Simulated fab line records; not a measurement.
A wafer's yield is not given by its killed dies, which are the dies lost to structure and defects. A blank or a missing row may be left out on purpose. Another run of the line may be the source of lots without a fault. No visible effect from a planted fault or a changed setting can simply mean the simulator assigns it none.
Chamber matching :: flow sky130 :: 4 sister chambers for SKY_CONTACT_CMP_04 on cmp-02
The step polishes SiO2. 14 wafers are shown with their chamber, then 7 later ones without.

== EACH WAFER AND ITS CHAMBER ==
wafer: L762.1
chamber: 1
motor_current_A (A): 13.4
time_to_endpoint_s (s): 92
head_pressure_psi (psi): 4.022

wafer: L762.2
chamber: 3
motor_current_A (A): 12.5
time_to_endpoint_s (s): 98
head_pressure_psi (psi): 4.009

wafer: L762.5
chamber: 3
motor_current_A (A): 11.8
time_to_endpoint_s (s): 96
head_pressure_psi (psi): 3.998

wafer: L768.2
chamber: 2
motor_current_A (A): 10.7
time_to_endpoint_s (s): 77
head_pressure_psi (psi): 4.006

wafer: L768.4
chamber: 0
motor_current_A (A): 12.7
time_to_endpoint_s (s): 88
head_pressure_psi (psi): 3.999

wafer: L768.6
chamber: 3
motor_current_A (A): 11.7
time_to_endpoint_s (s): 80
head_pressure_psi (psi): 3.992

wafer: L770.3
chamber: 1
motor_current_A (A): 12.7
time_to_endpoint_s (s): 79
head_pressure_psi (psi): 4.009

wafer: L770.4
chamber: 3
motor_current_A (A): 11.8
time_to_endpoint_s (s): 81
head_pressure_psi (psi): 3.992

wafer: L770.5
chamber: 0
motor_current_A (A): 13.0
time_to_endpoint_s (s): 84
head_pressure_psi (psi): 3.999

wafer: L769.3
chamber: 1
motor_current_A (A): 13.7
time_to_endpoint_s (s): 83
head_pressure_psi (psi): 3.978

wafer: L769.5
chamber: 2
motor_current_A (A): 10.6
time_to_endpoint_s (s): 82
head_pressure_psi (psi): 4.000

wafer: L769.6
chamber: 1
motor_current_A (A): 13.2
time_to_endpoint_s (s): 79
head_pressure_psi (psi): 3.991

wafer: L772.1
chamber: 0
motor_current_A (A): 13.2
time_to_endpoint_s (s): 83
head_pressure_psi (psi): 3.997

wafer: L772.3
chamber: 1
motor_current_A (A): 13.3
time_to_endpoint_s (s): 74
head_pressure_psi (psi): 3.996

SIGNATURES (means of the wafers above)
reading: motor_current_A
chamber 0: 12.967
chamber 1: 13.260
chamber 2: 10.650
chamber 3: 11.950
scatter within a chamber: 0.328

reading: time_to_endpoint_s
chamber 0: 85.00
chamber 1: 81.40
chamber 2: 79.50
chamber 3: 88.75
scatter within a chamber: 6.95

reading: head_pressure_psi
chamber 0: 3.99833
chamber 1: 3.99920
chamber 2: 4.00300
chamber 3: 3.99775
scatter within a chamber: 0.0116
Rule: distance of a wafer from a chamber = root of the sum over the readings of ((wafer's reading minus chamber's mean) / reading's scatter) squared. The wafer belongs to the nearest chamber; if the next one is less than 2 further off, it can't be placed. The scatter: the root of (the sum of the squares of (reading less its chamber's mean) over the shown wafers, divided by (wafers less chambers)).

== WAFERS WITHOUT THEIR CHAMBER ==
wafer: L772.6
motor_current_A (A): 10.4
time_to_endpoint_s (s): 75
head_pressure_psi (psi): 4.000

wafer: L773.1
motor_current_A (A): 10.2
time_to_endpoint_s (s): 78
head_pressure_psi (psi): 3.994

wafer: L773.2
motor_current_A (A): 13.5
time_to_endpoint_s (s): 82
head_pressure_psi (psi): 4.008

wafer: L773.6
motor_current_A (A): 12.6
time_to_endpoint_s (s): 83
head_pressure_psi (psi): 3.999

wafer: L771.2
motor_current_A (A): 13.5
time_to_endpoint_s (s): 80
head_pressure_psi (psi): 3.994

wafer: L771.3
motor_current_A (A): 11.8
time_to_endpoint_s (s): 87
head_pressure_psi (psi): 3.999

wafer: L771.4
motor_current_A (A): 13.3
time_to_endpoint_s (s): 86
head_pressure_psi (psi): 3.995

== CHAMBER TAKEN BY EACH ==
wafer: L772.6
from the rows above: 2
in truth: 2

wafer: L773.1
from the rows above: 2
in truth: 2

wafer: L773.2
from the rows above: can't be placed: 1 or 0
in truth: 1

wafer: L773.6
from the rows above: can't be placed: 0 or 1 or 3
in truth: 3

wafer: L771.2
from the rows above: can't be placed: 1 or 0
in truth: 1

wafer: L771.3
from the rows above: 3
in truth: 3

wafer: L771.4
from the rows above: can't be placed: 1 or 0
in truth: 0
Placed correctly: 3 of 7. From these rows, 4 cannot be placed; in 4 the true chamber is one of the candidates. Number placed wrongly: 0.
